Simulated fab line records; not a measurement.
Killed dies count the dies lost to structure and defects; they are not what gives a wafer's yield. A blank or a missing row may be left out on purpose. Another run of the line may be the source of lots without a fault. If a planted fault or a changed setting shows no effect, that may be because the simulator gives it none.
Matching of chambers + flow sky130 + rieDiel-04 running SKY_VIA2_ETCH_14: 4 sister chambers
The step etches BARC in N2/H2, stops on SiO2, time 45.9 s, target depth 60 nm. 4 wafers are shown with their chamber, then 7 later ones without.

== WAFERS PAIRED WITH THEIR CHAMBERS ==
| wafer  | chamber | drypumpMotorCurrentA (A) |
|--------|---------|--------------------------|
| L079.1 | 0       | 4.8                      |
| L078.5 | 1       | 5.6                      |
| L092.2 | 3       | 5.3                      |
| L092.4 | 2       | 6.4                      |

== WAFERS WITHOUT THEIR CHAMBER ==
| wafer  | drypumpMotorCurrentA (A) |
|--------|--------------------------|
| L092.5 | 6.4                      |
| L095.1 | 6.4                      |
| L095.3 | 4.8                      |
| L095.5 | 6.4                      |
| L097.1 | 5.3                      |
| L097.3 | 4.9                      |
| L097.4 | 4.9                      |

== CHAMBER TAKEN BY EACH ==
| wafer  | from the rows above | in truth |
|--------|---------------------|----------|
| L092.5 | 2                   | 2        |
| L095.1 | 2                   | 2        |
| L095.3 | 0                   | 0        |
| L095.5 | 2                   | 2        |
| L097.1 | 3                   | 3        |
| L097.3 | 0                   | 0        |
| L097.4 | 0                   | 0        |
Placed correctly: 7 of 7. Number that these rows cannot place: 0. 0 placed wrongly.
How it was worked out, from the rows above alone: a wafer's distance from a chamber is the root of the sum, over the readings, of the square of ((its reading less the chamber's mean) divided by the reading's scatter). The wafer belongs to the nearest chamber; if the next one is less than 2 further off, it can't be placed. A chamber's mean is the mean of its shown wafers. The scatter: with one shown wafer a chamber, the root of the mean of the squares of how far each hidden wafer lies from its nearest shown one.
